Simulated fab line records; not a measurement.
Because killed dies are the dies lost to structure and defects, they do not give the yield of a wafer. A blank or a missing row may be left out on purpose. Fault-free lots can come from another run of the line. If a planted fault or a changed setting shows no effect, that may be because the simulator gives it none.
fab line records	flow sfqLine	part 1 of 2: steps 1 to 25 of 34
record lots=5	wafers=15	lastDay=91
route steps=325 shown I1@81 M2@88 I2@103
lots with no fault: from the same line, run without faults
startH: hours from the record's opening day to when the first of the lot's shown wafers began	waitH: time in hours since the lot's previous step	" repeats the value in the row above	L1.1+2: a row that stands for several wafers	- no value, or no start was given	* or withheld: withheld	< > ~ a bound
route shown NAME@n: a module of which the file shows steps, and the number in the route of the first	usual: average and standard deviation across the fault-free wafers	same: alike in all rows	chamber/n: place in a boat	sites: readings site by site	_std_site: how widely they spread, as a standard deviation	_edge_site: inner sites' mean taken away from outer sites' mean	radiusMm: for every site, how far away it sits from the centre of the wafer	mask NAME#n: copy n	behind: the tool/chamber that last shaped the wafer	hold: what put the lot on hold/how long, in hours/how the hold closed	device: transistor that didn't switch, given as n, p or np	end of line: the same wafers' tests at the end of the route	step lacking rows: just its recipe	killed: not the wafer's yield, but the dies lost to structure and defects at the first sort	map: dies across one wafer; x = killed, . = not, _ = none there
set.NAME: the setting that was run; set.NAME@STEP: the one run at that earlier step	model.NAME: the simulator's own value behind a step, which no gauge read
lots at some steps of the route; a table a step, a row a wafer
services: when a tool's chamber went out of use (startH, in hours from the record's first day, below 0 if earlier), for how many hours, and the reason
## steps
# step SFQ_TRILAYER_I1_VIA_LITHO_PEB_052
# recipe pebTempC=115	pebTimeS=60	resist=KrF
# usual heaterPowerTotalW=79.16/0.068	resistLineTempC=22.99/0.097
lot.wafer	tool	chamber	startH	waitH	heaterPowerTotalW	resistLineTempC
L083.1	lithoTrack-03	0	659.16	1.0	79.02	23.11
L083.4	"	0	"	"	79.17	23.13
L083.6	"	0	"	"	79.18	23.02
L089.1	lithoTrack-03	0	726.46	1.0	79.04	22.91
L089.4	"	0	"	"	79.18	22.85
L089.6	"	0	"	"	79.16	22.90
L091.2	lithoTrack-01	0	750.10	0.8	79.09	23.15
L091.3	"	0	"	"	79.13	23.11
L091.5	"	0	"	"	79.10	23.09
L092.3	lithoTrack-01	0	753.73	0.7	79.21	22.99
L092.5	"	0	"	"	79.23	22.99
L092.6	"	0	"	"	79.25	22.97
L097.1	lithoTrack-02	0	817.65	1.0	79.10	22.89
L097.4	"	0	"	"	79.23	22.88
L097.6	"	0	"	"	79.24	22.83
# step SFQ_TRILAYER_I1_VIA_LITHO_DEVELOP_051
# recipe timeS=60	resist=KrF
# usual resistLineTempC=23.00/0.11
lot.wafer	tool	chamber	startH	waitH	resistLineTempC
L083.1	lithoTrack-03	0	659.31	0.1	22.97
L083.4	"	0	"	"	22.97
L083.6	"	0	"	"	23.07
L089.1	lithoTrack-03	0	726.61	0.1	22.97
L089.4	"	0	"	"	23.02
L089.6	"	0	"	"	23.05
L091.2	lithoTrack-01	0	750.25	0.1	23.14
L091.3	"	0	"	"	23.31
L091.5	"	0	"	"	23.15
L092.3	lithoTrack-01	0	753.88	0.1	22.87
L092.5	"	0	"	"	22.85
L092.6	"	0	"	"	22.96
L097.1	lithoTrack-02	0	817.80	0.1	23.12
L097.4	"	0	"	"	23.06
L097.6	"	0	"	"	23.10
# step SFQ_I1_OVL_MEAS_913
# usual I1_OVL=0/5.7
lot.wafer	tool	chamber	startH	waitH	I1_OVL[nm]
L083.1	overlay-02	-	659.46	0.1	-1
L083.4	"	-	"	"	7
L083.6	"	-	"	"	8
L089.1	overlay-02	-	726.76	0.1	-3
L089.4	"	-	"	"	4
L089.6	"	-	"	"	9
L091.2	overlay-02	-	750.38	0.1	-3
L091.3	"	-	"	"	-2
L091.5	"	-	"	"	-3
L092.3	overlay-02	-	754.00	0.1	2
L092.5	"	-	"	"	-6
L092.6	"	-	"	"	1
L097.1	overlay-01	-	817.95	0.1	-1
L097.4	"	-	"	"	-11
L097.6	"	-	"	"	-2
# step SFQ_TRILAYER_I1_VIA_BARC_OPEN_VIA_ETCH_071
# recipe maskMaterial=PR	chemistry=O2	targetDepthNm=125	target=BARC	sourceW=500	biasW=80	pressureMtorr=30	timeS=41.7
# usual drypumpMotorCurrentA=5.7/0.61	oesProductAu=0.685/0.0052
lot.wafer	tool	chamber	startH	waitH	drypumpMotorCurrentA	oesProductAu	rfHoursCounterH
L083.1	rieDiel-04	3	659.50	0.0	6.1	0.687	68
L083.4	"	2	"	"	6.5	0.693	6
L083.6	"	1	"	"	4.7	0.688	-
L089.1	rieDiel-02	2	726.79	0.0	4.7	0.685	51
L089.4	"	2	"	"	4.7	0.690	-
L089.6	"	3	"	"	6.2	0.694	-
L091.2	rieDiel-04	0	750.41	0.0	5.7	0.691	14
L091.3	"	3	"	"	6.1	0.684	1
L091.5	"	2	"	"	6.5	0.681	-
L092.3	rieDiel-03	1	754.02	0.0	4.9	0.677	5
L092.5	"	0	"	"	5.8	0.680	-
L092.6	"	3	"	"	5.8	0.690	-
L097.1	rieDiel-04	2	817.99	0.0	6.5	0.688	8
L097.4	"	3	"	"	6.1	0.685	2
L097.6	"	2	"	"	6.5	0.685	-
# step SFQ_TRILAYER_I1_VIA_ETCH_VIA_ETCH_052
# recipe target=SiO2	stopOn=Nb	maskMaterial=PR	taperDeg=20	chemistry=CHF3	targetDepthNm=260	sourceW=500	biasW=80	pressureMtorr=30	timeS=withheld
# usual drypumpMotorCurrentA=5.7/0.6	oesProductAu=0.855/0.0048
lot.wafer	tool	chamber	startH	waitH	drypumpMotorCurrentA	oesProductAu
L083.1	rieDiel-04	3	659.54	0.0	6.1	0.849
L083.4	"	2	"	"	6.6	0.855
L083.6	"	1	"	"	4.7	0.851
L089.1	rieDiel-02	2	726.83	0.0	4.7	0.845
L089.4	"	2	"	"	4.7	0.856
L089.6	"	3	"	"	6.2	0.863
L091.2	rieDiel-04	0	750.45	0.0	5.7	0.857
L091.3	"	3	"	"	6.1	0.852
L091.5	"	2	"	"	6.5	0.851
L092.3	rieDiel-03	1	754.06	0.0	4.9	0.847
L092.5	"	0	"	"	5.8	0.849
L092.6	"	3	"	"	5.9	0.848
L097.1	rieDiel-04	2	818.03	0.0	6.5	0.855
L097.4	"	3	"	"	6.1	0.851
L097.6	"	2	"	"	6.5	0.848
# step SFQ_TRILAYER_I1_VIA_STRIP_STRIP_053
# recipe gas=O2	powerW=200	platenTempC=40	overashFraction=0.65	chemistry=O2	pressureMtorr=50
# usual drypumpMotorCurrentA=5.7/0.54	oesProductAu=0.997/0.0085
lot.wafer	tool	chamber	startH	waitH	drypumpMotorCurrentA	oesProductAu	rfHoursCounterH
L083.1	rieMetal-01	1	659.65	-	6.6	0.996	74
L083.4	"	0	"	"	5.5	1.004	-
L083.6	"	0	"	"	5.5	0.994	-
L089.1	rieMetal-03	1	726.95	-	5.2	0.991	40
L089.4	"	1	"	"	5.3	0.989	-
L089.6	"	0	"	"	5.5	0.991	-
L091.2	rieMetal-03	0	750.57	-	5.5	0.995	68
L091.3	"	0	"	"	5.5	0.981	-
L091.5	"	0	"	"	5.5	0.987	-
L092.3	rieMetal-03	1	754.37	-	5.2	0.987	-
L092.5	"	0	"	"	5.5	0.988	-
L092.6	"	1	"	"	5.2	0.994	-
L097.1	rieMetal-03	1	818.14	-	5.2	1.006	53
L097.4	"	0	"	"	5.5	1.010	-
L097.6	"	0	"	"	5.4	0.999	-
# step SFQ_TRILAYER_I1_VIA_STRIP_SOLV_CLEAN_054
# recipe chemistry=NMP	tempC=70	timeS=600
lot.wafer	tool	chamber	startH	waitH
L083.1+4+6	wetBench-02	5,6,1	660.25	0.4
L089.1+4+6	wetBench-03	7,3,0	727.55	0.4
L091.2+3+5	wetBench-03	1,7,0	751.17	0.4
L092.3+5+6	wetBench-03	4,2,7	754.77	0.2
L097.1+4+6	wetBench-02	1,0,3	818.74	0.4
# step SFQ_TRILAYER_M2_DEP_PRE_CLEAN_056
# recipe gas=Ar	timeS=22.5	biasV=250
lot.wafer	tool	chamber	startH	waitH
L083.1+4+6	pvdSputter-03	-	660.42	0.0
L089.1+4+6	pvdSputter-05	-	727.72	0.0
L091.2+3+5	pvdSputter-05	-	751.34	0.0
L092.3+5+6	pvdSputter-06	-	754.95	0.0
L097.1+4+6	pvdSputter-03	-	818.91	0.0
# step SFQ_TRILAYER_M2_DEP_SPUTTER_055
# recipe material=Nb	basePressurePa=1.33e-06	chamberPressurePa=0.1333	substrateTempC=20	resputterCathodeVoltageV=400	targetThkNm=200	powerW=2000	timeS=133.3
# usual throttleValvePct=30.6/0.67
lot.wafer	tool	chamber	startH	waitH	throttleValvePct
L083.1	pvdSputter-03	-	660.45	0.0	30.6
L083.4	"	-	"	"	30.5
L083.6	"	-	"	"	31.1
L089.1	pvdSputter-05	-	727.75	0.0	31.8
L089.4	"	-	"	"	31.7
L089.6	"	-	"	"	32.0
L091.2	pvdSputter-05	-	751.37	0.0	31.9
L091.3	"	-	"	"	31.8
L091.5	"	-	"	"	31.1
L092.3	pvdSputter-06	-	754.98	0.0	31.1
L092.5	"	-	"	"	30.8
L092.6	"	-	"	"	30.8
L097.1	pvdSputter-03	-	818.94	0.0	31.0
L097.4	"	-	"	"	30.3
L097.6	"	-	"	"	30.8
# step SFQ_M2_RS_MEAS_914
# recipe thkMeasGauge=four-point-probe	reads=Nb_of_TRILAYER_M2_DEP_SPUTTER_055
# usual M2_NB_RS=0.889/0.0082
lot.wafer	tool	chamber	startH	waitH	M2_NB_RS[ohm/sq]
L083.1	filmMetro-04	-	660.54	0.0	0.892
L083.4	"	-	"	"	0.891
L083.6	"	-	"	"	0.894
L089.1	filmMetro-03	-	727.84	0.0	0.883
L089.4	"	-	"	"	0.881
L089.6	"	-	"	"	0.887
L091.2	filmMetro-04	-	751.49	0.1	0.887
L091.3	"	-	"	"	0.879
L091.5	"	-	"	"	0.879
L092.3	filmMetro-03	-	755.11	0.1	0.870
L092.5	"	-	"	"	0.872
L092.6	"	-	"	"	0.881
L097.1	filmMetro-01	-	819.03	0.0	0.900
L097.4	"	-	"	"	0.906
L097.6	"	-	"	"	0.909
# step SFQ_TRILAYER_M2_LITHO_COAT_062
# recipe resist=BARC	spinRpm=3000	resistThkNm=62
# usual resistLineTempC=22.98/0.1
lot.wafer	tool	chamber	startH	waitH	resistLineTempC
L083.1	lithoTrack-02	0	660.72	0.1	23.05
L083.4	"	0	"	"	23.08
L083.6	"	0	"	"	23.11
L089.1	lithoTrack-02	0	728.02	0.1	22.90
L089.4	"	0	"	"	22.98
L089.6	"	0	"	"	22.82
L091.2	lithoTrack-01	0	751.70	0.1	23.16
L091.3	"	0	"	"	22.87
L091.5	"	0	"	"	23.08
L092.3	lithoTrack-04	0	755.35	0.1	23.02
L092.5	"	0	"	"	23.03
L092.6	"	0	"	"	23.01
L097.1	lithoTrack-04	0	819.21	0.1	23.03
L097.4	"	0	"	"	22.82
L097.6	"	0	"	"	22.88
# step SFQ_TRILAYER_M2_LITHO_COAT_057
# recipe resist=KrF	spinRpm=3042	resistThkNm=600
# usual resistLineTempC=23.03/0.1
lot.wafer	tool	chamber	startH	waitH	resistLineTempC
L083.1	lithoTrack-02	0	661.02	0.2	23.05
L083.4	"	0	"	"	23.00
L083.6	"	0	"	"	23.00
L089.1	lithoTrack-02	0	728.32	0.2	23.01
L089.4	"	0	"	"	23.18
L089.6	"	0	"	"	23.11
L091.2	lithoTrack-01	0	752.00	0.2	22.92
L091.3	"	0	"	"	22.79
L091.5	"	0	"	"	22.94
L092.3	lithoTrack-04	0	755.65	0.2	23.00
L092.5	"	0	"	"	23.23
L092.6	"	0	"	"	23.22
L097.1	lithoTrack-04	0	819.51	0.2	22.98
L097.4	"	0	"	"	23.08
L097.6	"	0	"	"	22.98
# step SFQ_TRILAYER_M2_LITHO_SOFTBAKE_061
# recipe tempC=withheld	timeS=withheld	resist=KrF
# usual resistLineTempC=*
lot.wafer	tool	chamber	startH	waitH	resistLineTempC
L083.1	lithoTrack-02	0	661.32	0.2	*
L083.4	"	0	"	"	*
L083.6	"	0	"	"	*
L089.1	lithoTrack-02	0	728.62	0.2	*
L089.4	"	0	"	"	*
L089.6	"	0	"	"	*
L091.2	lithoTrack-01	0	752.28	0.2	*
L091.3	"	0	"	"	*
L091.5	"	0	"	"	*
L092.3	lithoTrack-04	0	755.90	0.2	*
L092.5	"	0	"	"	*
L092.6	"	0	"	"	*
L097.1	lithoTrack-04	0	819.81	0.2	*
L097.4	"	0	"	"	*
L097.6	"	0	"	"	*
# step SFQ_TRILAYER_M2_LITHO_EXPOSE_058
# recipe maskId=M2	na=0.6	sourceShape=conventional	sigmaOuter=0.65	targetCdNm=500	doseMj=14.4
# same na=0.6
lot.wafer	tool	chamber	startH	waitH	mask
L083.1+4+6	krfScanner-02	0	803.40	-	M2#0
L089.1+4+6	krfScanner-01	0	880.33	-	M2#0
L091.2+3+5	krfScanner-01	0	894.93	-	M2#0
L092.3+5+6	krfScanner-01	0	898.73	-	M2#0
L097.1+4+6	krfScanner-01	0	952.38	-	M2#0
# step SFQ_TRILAYER_M2_LITHO_PEB_060
# recipe pebTempC=115	pebTimeS=60	resist=KrF
# usual heaterPowerTotalW=79.15/0.067	resistLineTempC=22.96/0.11
lot.wafer	tool	chamber	startH	waitH	heaterPowerTotalW	resistLineTempC
L083.1	lithoTrack-02	0	804.60	1.0	79.21	23.06
L083.4	"	0	"	"	79.13	23.10
L083.6	"	0	"	"	79.16	23.01
L089.1	lithoTrack-01	0	881.53	1.0	79.19	22.83
L089.4	"	0	"	"	79.20	22.89
L089.6	"	0	"	"	79.17	22.99
L091.2	lithoTrack-01	0	895.95	0.8	79.14	22.89
L091.3	"	0	"	"	79.24	22.73
L091.5	"	0	"	"	79.15	22.81
L092.3	lithoTrack-04	0	899.58	0.7	79.17	22.97
L092.5	"	0	"	"	79.03	22.99
L092.6	"	0	"	"	79.13	22.88
L097.1	lithoTrack-04	0	953.58	1.0	79.14	23.01
L097.4	"	0	"	"	79.21	22.77
L097.6	"	0	"	"	79.16	22.94
# step SFQ_TRILAYER_M2_LITHO_DEVELOP_059
# recipe timeS=60	resist=KrF
# usual resistLineTempC=23.02/0.096
lot.wafer	tool	chamber	startH	waitH	resistLineTempC
L083.1	lithoTrack-02	0	804.75	0.1	22.94
L083.4	"	0	"	"	22.84
L083.6	"	0	"	"	22.83
L089.1	lithoTrack-01	0	881.68	0.1	22.97
L089.4	"	0	"	"	22.97
L089.6	"	0	"	"	22.96
L091.2	lithoTrack-01	0	896.10	0.1	22.98
L091.3	"	0	"	"	23.00
L091.5	"	0	"	"	22.93
L092.3	lithoTrack-04	0	899.73	0.1	23.14
L092.5	"	0	"	"	23.05
L092.6	"	0	"	"	23.10
L097.1	lithoTrack-04	0	953.73	0.1	23.01
L097.4	"	0	"	"	22.98
L097.6	"	0	"	"	23.14
# step SFQ_M2_OVL_MEAS_916
# usual M2_OVL=-5/7.4
lot.wafer	tool	chamber	startH	waitH	M2_OVL[nm]
L083.1	overlay-01	-	804.90	0.1	-8
L083.4	"	-	"	"	-13
L083.6	"	-	"	"	-11
L089.1	overlay-02	-	881.83	0.1	2
L089.4	"	-	"	"	-6
L089.6	"	-	"	"	-1
L091.2	overlay-02	-	896.23	0.1	-4
L091.3	"	-	"	"	2
L091.5	"	-	"	"	5
L092.3	overlay-02	-	899.84	0.1	4
L092.5	"	-	"	"	7
L092.6	"	-	"	"	10
L097.1	overlay-01	-	953.88	0.1	-5
L097.4	"	-	"	"	-14
L097.6	"	-	"	"	-9
# step SFQ_TRILAYER_M2_BARC_OPEN_METAL_ETCH_077
# recipe maskMaterial=PR	chemistry=O2	targetDepthNm=125	target=BARC	icpW=600	biasW=80	pressureMtorr=10	timeS=41.7
# usual drypumpMotorCurrentA=5.7/0.49	oesProductAu=0.685/0.0049
lot.wafer	tool	chamber	startH	waitH	drypumpMotorCurrentA	oesProductAu	rfHoursCounterH
L083.1	rieMetal-02	1	804.94	0.0	5.1	0.681	77
L083.4	"	1	"	"	5.1	0.695	-
L083.6	"	1	"	"	5.1	0.687	-
L089.1	rieMetal-04	0	881.86	0.0	6.2	0.692	123
L089.4	"	1	"	"	6.2	0.688	-
L089.6	"	0	"	"	6.2	0.689	-
L091.2	rieMetal-03	1	896.26	0.0	5.3	0.681	66
L091.3	"	0	"	"	5.5	0.684	-
L091.5	"	0	"	"	5.5	0.687	-
L092.3	rieMetal-03	1	899.88	0.0	5.2	0.685	-
L092.5	"	0	"	"	5.5	0.687	-
L092.6	"	1	"	"	5.2	0.687	-
L097.1	rieMetal-04	1	953.92	0.0	6.2	0.685	76
L097.4	"	1	"	"	6.2	0.680	-
L097.6	"	1	"	"	6.2	0.682	-
# step SFQ_TRILAYER_M2_ETCH_METAL_ETCH_060
# recipe target=Nb	stopOn=SiO2	maskMaterial=PR	chemistry=Cl2/Ar	targetDepthNm=240	icpW=600	biasW=80	pressureMtorr=10	timeS=120
# usual drypumpMotorCurrentA=5.7/0.49	oesProductAu=0.894/0.006
lot.wafer	tool	chamber	startH	waitH	drypumpMotorCurrentA	oesProductAu	rfHoursCounterH
L083.1	rieMetal-02	1	805.06	0.1	5.1	0.894	77
L083.4	"	1	"	"	5.1	0.897	-
L083.6	"	1	"	"	5.1	0.889	-
L089.1	rieMetal-04	0	881.92	0.0	6.1	0.898	123
L089.4	"	1	"	"	6.2	0.904	-
L089.6	"	0	"	"	6.2	0.891	-
L091.2	rieMetal-03	1	896.32	0.0	5.3	0.904	66
L091.3	"	0	"	"	5.5	0.894	-
L091.5	"	0	"	"	5.5	0.896	-
L092.3	rieMetal-03	1	899.97	0.1	5.2	0.911	-
L092.5	"	0	"	"	5.5	0.900	-
L092.6	"	1	"	"	5.2	0.897	-
L097.1	rieMetal-04	1	953.98	0.0	6.2	0.886	76
L097.4	"	1	"	"	6.2	0.889	-
L097.6	"	1	"	"	6.2	0.882	-
# step SFQ_TRILAYER_M2_STRIP_STRIP_061
# recipe gas=O2	powerW=200	platenTempC=40	overashFraction=0.65	chemistry=O2	pressureMtorr=50
# usual drypumpMotorCurrentA=5.7/0.49	oesProductAu=1.002/0.01
lot.wafer	tool	chamber	startH	waitH	drypumpMotorCurrentA	oesProductAu	rfHoursCounterH
L083.1	rieMetal-02	1	805.31	0.2	5.1	1.006	77
L083.4	"	1	"	"	5.1	1.011	-
L083.6	"	1	"	"	5.1	1.012	-
L089.1	rieMetal-04	0	882.05	0.1	6.1	1.003	123
L089.4	"	1	"	"	6.2	1.016	-
L089.6	"	0	"	"	6.1	0.994	-
L091.2	rieMetal-03	1	896.45	0.1	5.3	0.991	66
L091.3	"	0	"	"	5.5	0.998	-
L091.5	"	0	"	"	5.5	0.997	-
L092.3	rieMetal-03	1	900.25	0.2	5.3	1.001	-
L092.5	"	0	"	"	5.5	0.986	-
L092.6	"	1	"	"	5.3	0.991	-
L097.1	rieMetal-04	1	954.10	0.1	6.2	1.003	76
L097.4	"	1	"	"	6.2	1.018	-
L097.6	"	1	"	"	6.2	1.008	-
# step SFQ_TRILAYER_M2_STRIP_SOLV_CLEAN_062
# recipe chemistry=NMP	tempC=70	timeS=600
lot.wafer	tool	chamber	startH	waitH
L083.1+4+6	wetBench-03	4,0,7	806.51	1.0
L089.1+4+6	wetBench-03	3,7,0	882.65	0.4
L091.2+3+5	wetBench-03	0,6,1	897.05	0.4
L092.3+5+6	wetBench-03	6,7,5	900.65	0.2
L097.1+4+6	wetBench-04	7,3,2	954.70	0.4
# step SFQ_TRILAYER_I2_DEP_PECVD_063
# recipe material=SiO2	tempC=150	timeS=111.11	pressureTorr=2.4	rfW=183.3	precursor=SiH4/N2O	targetThkNm=500
# usual chamberPressureTorr=2.399/0.0053	heaterPowerW=82/9.2	throttleValvePct=24.8/1.2
lot.wafer	tool	chamber	startH	waitH	chamberPressureTorr	heaterPowerW	throttleValvePct
L083.1	pecvd-02	1	806.68	0.0	2.403	81	27.0
L083.4	"	1	"	"	2.396	87	26.9
L083.6	"	2	"	"	2.399	81	26.4
L089.1	pecvd-04	1	882.82	0.0	2.401	80	24.2
L089.4	"	1	"	"	2.407	80	24.2
L089.6	"	2	"	"	2.400	89	23.4
L091.2	pecvd-04	2	897.22	0.0	2.404	90	23.6
L091.3	"	0	"	"	2.407	59	24.8
L091.5	"	1	"	"	2.399	82	24.3
L092.3	pecvd-03	1	900.82	0.0	2.402	90	26.1
L092.5	"	2	"	"	2.393	90	23.3
L092.6	"	0	"	"	2.409	88	25.3
L097.1	pecvd-02	1	954.88	0.0	2.397	84	27.2
L097.4	"	1	"	"	2.400	87	27.0
L097.6	"	0	"	"	2.406	72	25.1
# step SFQ_TRILAYER_I2_CMP_CMP_064
# recipe material=SiO2	downForcePsi=3	platenRpm=60	padVelocityMS=0.94248
# usual motorCurrentA=10.7/0.94	timeToEndpointS=220/7.2
lot.wafer	tool	chamber	startH	waitH	motorCurrentA	timeToEndpointS
L083.4	cmp-01	1	814.02	7.3	9.5	230
L083.1	"	2	"	"	9.1	222
L083.6	"	0	815.52	8.8	11.7	233
L089.1	cmp-01	1	898.49	15.6	9.3	217
L089.4	"	2	"	"	8.7	223
L089.6	"	0	899.99	17.1	12.4	238
L091.3	cmp-01	2	910.99	13.7	9.1	224
L091.2	"	3	"	"	12.6	210
L091.5	"	1	912.49	15.2	9.2	230
L092.3	cmp-02	3	913.60	12.7	11.4	220
L092.6	"	1	914.60	13.7	10.1	215
L092.5	"	2	"	"	11.1	209
L097.4	cmp-02	3	974.56	19.6	11.3	227
L097.1	"	0	"	"	11.3	215
L097.6	"	2	976.06	21.1	11.1	213
# step SFQ_I2_BOW_MEAS_917
# recipe mode=bow
# usual I2_BOW=1/7.5
lot.wafer	tool	chamber	startH	waitH	I2_BOW[um]
L083.1	filmMetro-02	-	816.52	1.5	7
L083.4	"	-	"	"	16
L083.6	"	-	"	"	3
L089.1	filmMetro-01	-	900.99	2.0	-5
L089.4	"	-	"	"	-1
L089.6	"	-	"	"	-6
L091.2	filmMetro-01	-	913.01	1.0	6
L091.3	"	-	"	"	13
L091.5	"	-	"	"	-5
L092.3	filmMetro-04	-	915.64	1.5	4
L092.5	"	-	"	"	6
L092.6	"	-	"	"	10
L097.1	filmMetro-02	-	976.56	1.0	0
L097.4	"	-	"	"	7
L097.6	"	-	"	"	13
# step SFQ_TRILAYER_I2_METRO_MEASURE_065
# usual thkNm=200.3/1
lot.wafer	tool	chamber	startH	waitH	thkNm
L083.1	filmMetro-02	-	816.64	0.1	201.3
L083.4	"	-	"	"	200.8
L083.6	"	-	"	"	201.9
L089.1	filmMetro-01	-	901.11	0.1	200.5
L089.4	"	-	"	"	201.0
L089.6	"	-	"	"	200.3
L091.2	filmMetro-01	-	913.31	0.3	198.4
L091.3	"	-	"	"	200.4
L091.5	"	-	"	"	201.3
L092.3	filmMetro-04	-	916.12	0.5	201.7
L092.5	"	-	"	"	201.0
L092.6	"	-	"	"	201.0
L097.1	filmMetro-02	-	976.68	0.1	201.3
L097.4	"	-	"	"	200.3
L097.6	"	-	"	"	199.5
